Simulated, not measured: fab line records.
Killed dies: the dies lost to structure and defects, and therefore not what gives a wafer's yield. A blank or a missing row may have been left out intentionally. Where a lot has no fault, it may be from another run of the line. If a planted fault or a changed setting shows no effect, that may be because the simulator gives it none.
Which tool did it? || flow sky130 || 33 wafers from 11 lots sampled at 5 of the route's 708 steps

WHAT EACH GAUGE READ, for each wafer
SKY_VIA3_THK_MEAS_01.
{"lot": "L903", "measured": "day 39 13:38", "on": "film-metro-04", "VIA3_HDPCVD_THK (nm)": "1644 1640 1635"}
{"lot": "L904", "measured": "day 40 06:31", "on": "film-metro-01", "VIA3_HDPCVD_THK (nm)": "1644 1624 1659"}
{"lot": "L906", "measured": "day 42 12:09", "on": "film-metro-04", "VIA3_HDPCVD_THK (nm)": "1662 1681 1664"}
{"lot": "L910", "measured": "day 42 13:41", "on": "film-metro-03", "VIA3_HDPCVD_THK (nm)": "1623 1667 1640"}
{"lot": "L913", "measured": "day 42 17:39", "on": "film-metro-04", "VIA3_HDPCVD_THK (nm)": "1669 1640 1670"}
{"lot": "L914", "measured": "day 42 17:58", "on": "film-metro-03", "VIA3_HDPCVD_THK (nm)": "1669 1669 1677"}
{"lot": "L917", "measured": "day 43 08:37", "on": "film-metro-04", "VIA3_HDPCVD_THK (nm)": "1609 1623 1646"}
{"lot": "L919", "measured": "day 43 22:59", "on": "film-metro-01", "VIA3_HDPCVD_THK (nm)": "1642 1670 1671"}
{"lot": "L921", "measured": "day 44 04:58", "on": "film-metro-01", "VIA3_HDPCVD_THK (nm)": "1626 1675 1628"}
{"lot": "L922", "measured": "day 45 14:01", "on": "film-metro-01", "VIA3_HDPCVD_THK (nm)": "1672 1669 1676"}
{"lot": "L923", "measured": "day 45 14:25", "on": "film-metro-01", "VIA3_HDPCVD_THK (nm)": "1647 1599 1639"}

SKY_METAL5_RS_MEAS_05: the measuring method here is four-point-probe.
{"lot": "L903", "measured": "day 43 19:28", "on": "film-metro-04", "METAL5_ALCU_RS (ohm/sq)": "0.0275 0.0275 0.0275"}
{"lot": "L904", "measured": "day 44 09:34", "on": "film-metro-01", "METAL5_ALCU_RS (ohm/sq)": "0.0265 0.0270 0.0268"}
{"lot": "L913", "measured": "day 46 16:13", "on": "film-metro-01", "METAL5_ALCU_RS (ohm/sq)": "0.0270 0.0270 0.0275"}
{"lot": "L914", "measured": "day 46 16:47", "on": "film-metro-02", "METAL5_ALCU_RS (ohm/sq)": "0.0266 0.0274 0.0274"}
{"lot": "L917", "measured": "day 47 03:20", "on": "film-metro-01", "METAL5_ALCU_RS (ohm/sq)": "0.0269 0.0271 0.0273"}
{"lot": "L919", "measured": "day 47 16:00", "on": "film-metro-02", "METAL5_ALCU_RS (ohm/sq)": "0.0264 0.0271 0.0270"}
{"lot": "L921", "measured": "day 47 21:34", "on": "film-metro-01", "METAL5_ALCU_RS (ohm/sq)": "0.0268 0.0268 0.0266"}
{"lot": "L922", "measured": "day 49 02:11", "on": "film-metro-01", "METAL5_ALCU_RS (ohm/sq)": "0.0267 0.0271 0.0271"}
{"lot": "L923", "measured": "day 49 03:17", "on": "film-metro-01", "METAL5_ALCU_RS (ohm/sq)": "0.0276 0.0272 0.0270"}

WHICH TOOL RAN EACH LOT (tool, then ch and the chambers of the sampled wafers, then the start)
{"lot": "L903", "SKY_VIA4_ETCH_12": "rie-diel-04 ch 0,1, day 43 17:54", "SKY_VIA4_STRIP_13": "plasma-asher-02 ch 0,1, day 43 18:01", "SKY_METAL5_SPUTTER_02": "pvd-sputter-03, day 43 19:19"}
{"lot": "L904", "SKY_VIA4_ETCH_12": "rie-diel-01 ch 0,1,3, day 44 08:02", "SKY_VIA4_STRIP_13": "plasma-asher-02 ch 0,1, day 44 08:07", "SKY_METAL5_SPUTTER_02": "pvd-sputter-04, day 44 09:27"}
{"lot": "L906", "SKY_VIA4_ETCH_12": "rie-diel-01 ch 0,3, day 46 08:17", "SKY_VIA4_STRIP_13": "plasma-asher-04 ch 1, day 46 08:22", "SKY_METAL5_SPUTTER_02": "-"}
{"lot": "L910", "SKY_VIA4_ETCH_12": "rie-diel-04 ch 0,1,2, day 46 09:23", "SKY_VIA4_STRIP_13": "plasma-asher-01 ch 0,1, day 46 09:30", "SKY_METAL5_SPUTTER_02": "-"}
{"lot": "L913", "SKY_VIA4_ETCH_12": "rie-diel-01 ch 0,2,3, day 46 14:23", "SKY_VIA4_STRIP_13": "plasma-asher-02 ch 0,1, day 46 14:27", "SKY_METAL5_SPUTTER_02": "pvd-sputter-04, day 46 16:04"}
{"lot": "L914", "SKY_VIA4_ETCH_12": "rie-diel-04 ch 1,3, day 46 14:44", "SKY_VIA4_STRIP_13": "plasma-asher-02 ch 0,1, day 46 14:49", "SKY_METAL5_SPUTTER_02": "pvd-sputter-04, day 46 16:40"}
{"lot": "L917", "SKY_VIA4_ETCH_12": "rie-diel-04 ch 1,3, day 47 01:48", "SKY_VIA4_STRIP_13": "plasma-asher-01 ch 0,1, day 47 01:53", "SKY_METAL5_SPUTTER_02": "pvd-sputter-02, day 47 03:13"}
{"lot": "L919", "SKY_VIA4_ETCH_12": "rie-diel-03 ch 0,1,2, day 47 14:29", "SKY_VIA4_STRIP_13": "plasma-asher-01 ch 0,1, day 47 14:33", "SKY_METAL5_SPUTTER_02": "pvd-sputter-04, day 47 15:53"}
{"lot": "L921", "SKY_VIA4_ETCH_12": "rie-diel-01 ch 0,1,2, day 47 20:02", "SKY_VIA4_STRIP_13": "plasma-asher-02 ch 0,1, day 47 20:07", "SKY_METAL5_SPUTTER_02": "pvd-sputter-02, day 47 21:28"}
{"lot": "L922", "SKY_VIA4_ETCH_12": "rie-diel-01 ch 1,2,3, day 49 00:38", "SKY_VIA4_STRIP_13": "plasma-asher-02 ch 0,1, day 49 00:43", "SKY_METAL5_SPUTTER_02": "pvd-sputter-03, day 49 02:04"}
{"lot": "L923", "SKY_VIA4_ETCH_12": "rie-diel-01 ch 0,1,3, day 49 01:44", "SKY_VIA4_STRIP_13": "plasma-asher-04 ch 0,1, day 49 01:49", "SKY_METAL5_SPUTTER_02": "pvd-sputter-03, day 49 03:10"}
- SKY_VIA4_ETCH_12: etches SiO2 in C4F8/O2/Ar, stops on TiN, target depth 580 nm.
- SKY_VIA4_STRIP_13: strips in O2/N2.
- SKY_METAL5_SPUTTER_02: material AlCu, target thk 1150 nm, time 61.2 s.

AS READ BY THE TOOLS THEMSELVES (means over the sampled wafers that have a number; for cases with no such wafer, the mark the record gives instead)
SKY_VIA4_ETCH_12.
{"lot": "L903", "tool": "rie-diel-04", "bias-w (W)": 1199, "chamber-pressure-mTorr (mTorr)": 40.00, "oes-product-au (a.u.)": 0.924, "rf-fwd-power-W (W)": 1487}
{"lot": "L904", "tool": "rie-diel-01", "bias-w (W)": 1200, "chamber-pressure-mTorr (mTorr)": 40.03, "oes-product-au (a.u.)": 0.924, "rf-fwd-power-W (W)": 1488}
{"lot": "L906", "tool": "rie-diel-01", "bias-w (W)": "-", "chamber-pressure-mTorr (mTorr)": "-", "oes-product-au (a.u.)": "-", "rf-fwd-power-W (W)": "-"}
{"lot": "L910", "tool": "rie-diel-04", "bias-w (W)": "-", "chamber-pressure-mTorr (mTorr)": "-", "oes-product-au (a.u.)": "-", "rf-fwd-power-W (W)": "-"}
{"lot": "L913", "tool": "rie-diel-01", "bias-w (W)": 1200, "chamber-pressure-mTorr (mTorr)": 39.99, "oes-product-au (a.u.)": 0.928, "rf-fwd-power-W (W)": 1494}
{"lot": "L914", "tool": "rie-diel-04", "bias-w (W)": 1201, "chamber-pressure-mTorr (mTorr)": 40.02, "oes-product-au (a.u.)": 0.924, "rf-fwd-power-W (W)": 1493}
{"lot": "L917", "tool": "rie-diel-04", "bias-w (W)": 1200, "chamber-pressure-mTorr (mTorr)": 39.99, "oes-product-au (a.u.)": 0.925, "rf-fwd-power-W (W)": 1490}
{"lot": "L919", "tool": "rie-diel-03", "bias-w (W)": 1201, "chamber-pressure-mTorr (mTorr)": 40.01, "oes-product-au (a.u.)": 0.926, "rf-fwd-power-W (W)": 1494}
{"lot": "L921", "tool": "rie-diel-01", "bias-w (W)": 1199, "chamber-pressure-mTorr (mTorr)": 40.01, "oes-product-au (a.u.)": 0.926, "rf-fwd-power-W (W)": 1490}
{"lot": "L922", "tool": "rie-diel-01", "bias-w (W)": 1201, "chamber-pressure-mTorr (mTorr)": 39.99, "oes-product-au (a.u.)": 0.926, "rf-fwd-power-W (W)": 1497}
{"lot": "L923", "tool": "rie-diel-01", "bias-w (W)": 1201, "chamber-pressure-mTorr (mTorr)": 40.00, "oes-product-au (a.u.)": 0.924, "rf-fwd-power-W (W)": 1492}

SKY_VIA4_STRIP_13.
{"lot": "L903", "tool": "plasma-asher-02", "drypump-motor-current-A (A)": 5.1, "oes-product-au (a.u.)": 0.708, "strip-time-to-endpoint-s (s)": 12.81}
{"lot": "L904", "tool": "plasma-asher-02", "drypump-motor-current-A (A)": 5.3, "oes-product-au (a.u.)": 0.709, "strip-time-to-endpoint-s (s)": 12.81}
{"lot": "L906", "tool": "plasma-asher-04", "drypump-motor-current-A (A)": 6.2, "oes-product-au (a.u.)": 0.716, "strip-time-to-endpoint-s (s)": 14.15}
{"lot": "L910", "tool": "plasma-asher-01", "drypump-motor-current-A (A)": 5.3, "oes-product-au (a.u.)": 0.717, "strip-time-to-endpoint-s (s)": 14.14}
{"lot": "L913", "tool": "plasma-asher-02", "drypump-motor-current-A (A)": 5.3, "oes-product-au (a.u.)": 0.710, "strip-time-to-endpoint-s (s)": 12.76}
{"lot": "L914", "tool": "plasma-asher-02", "drypump-motor-current-A (A)": 5.3, "oes-product-au (a.u.)": 0.710, "strip-time-to-endpoint-s (s)": 12.81}
{"lot": "L917", "tool": "plasma-asher-01", "drypump-motor-current-A (A)": 5.2, "oes-product-au (a.u.)": 0.711, "strip-time-to-endpoint-s (s)": 12.79}
{"lot": "L919", "tool": "plasma-asher-01", "drypump-motor-current-A (A)": 5.3, "oes-product-au (a.u.)": 0.705, "strip-time-to-endpoint-s (s)": 12.79}
{"lot": "L921", "tool": "plasma-asher-02", "drypump-motor-current-A (A)": 5.3, "oes-product-au (a.u.)": 0.710, "strip-time-to-endpoint-s (s)": 12.81}
{"lot": "L922", "tool": "plasma-asher-02", "drypump-motor-current-A (A)": 5.1, "oes-product-au (a.u.)": 0.709, "strip-time-to-endpoint-s (s)": 12.77}
{"lot": "L923", "tool": "plasma-asher-04", "drypump-motor-current-A (A)": 6.0, "oes-product-au (a.u.)": 0.713, "strip-time-to-endpoint-s (s)": 12.79}

SKY_METAL5_SPUTTER_02.
{"lot": "L903", "tool": "pvd-sputter-03", "throttle-valve-pct (%)": 31.2}
{"lot": "L904", "tool": "pvd-sputter-04", "throttle-valve-pct (%)": 30.3}
{"lot": "L913", "tool": "pvd-sputter-04", "throttle-valve-pct (%)": 30.6}
{"lot": "L914", "tool": "pvd-sputter-04", "throttle-valve-pct (%)": 30.5}
{"lot": "L917", "tool": "pvd-sputter-02", "throttle-valve-pct (%)": 28.2}
{"lot": "L919", "tool": "pvd-sputter-04", "throttle-valve-pct (%)": 30.4}
{"lot": "L921", "tool": "pvd-sputter-02", "throttle-valve-pct (%)": 29.0}
{"lot": "L922", "tool": "pvd-sputter-03", "throttle-valve-pct (%)": 31.1}
{"lot": "L923", "tool": "pvd-sputter-03", "throttle-valve-pct (%)": 30.3}

THE ANSWER, worked out from the rows above alone
Rule: what is usual is taken from the lots themselves. Put in order of their means at a reading, lots are off if they are a third of the lots or fewer, leave a main group of 4 or more, and stand apart from it by a gap of 3 or more times the standard deviation of the main group's means; of several such gaps the widest counts. A main group is skipped when, at the precision printed for the reading in the tables above, its means are all equal. A lot without any number at a reading at which 4 lots or more have one is off too. Any other lot the step has rows for is counted as sound. First the gauges in route order, then the tools' own readings, where a lot's mean is used as printed above. The first step at which some lot is off is used, and at that step the reading that is off furthest; a lot without a number counts as furthest.
Off at SKY_VIA4_ETCH_12 (bias-w): L906, L910. Without a number there: L906, L910. The main group: mean 1200 W, standard deviation 0.79.
A tool fits if, at that step or a process step before it, it ran every lot that is off, and no sound lot after the first of them. None of those tried fits.

WHAT HAD BEEN PUT IN BY THE SIMULATOR
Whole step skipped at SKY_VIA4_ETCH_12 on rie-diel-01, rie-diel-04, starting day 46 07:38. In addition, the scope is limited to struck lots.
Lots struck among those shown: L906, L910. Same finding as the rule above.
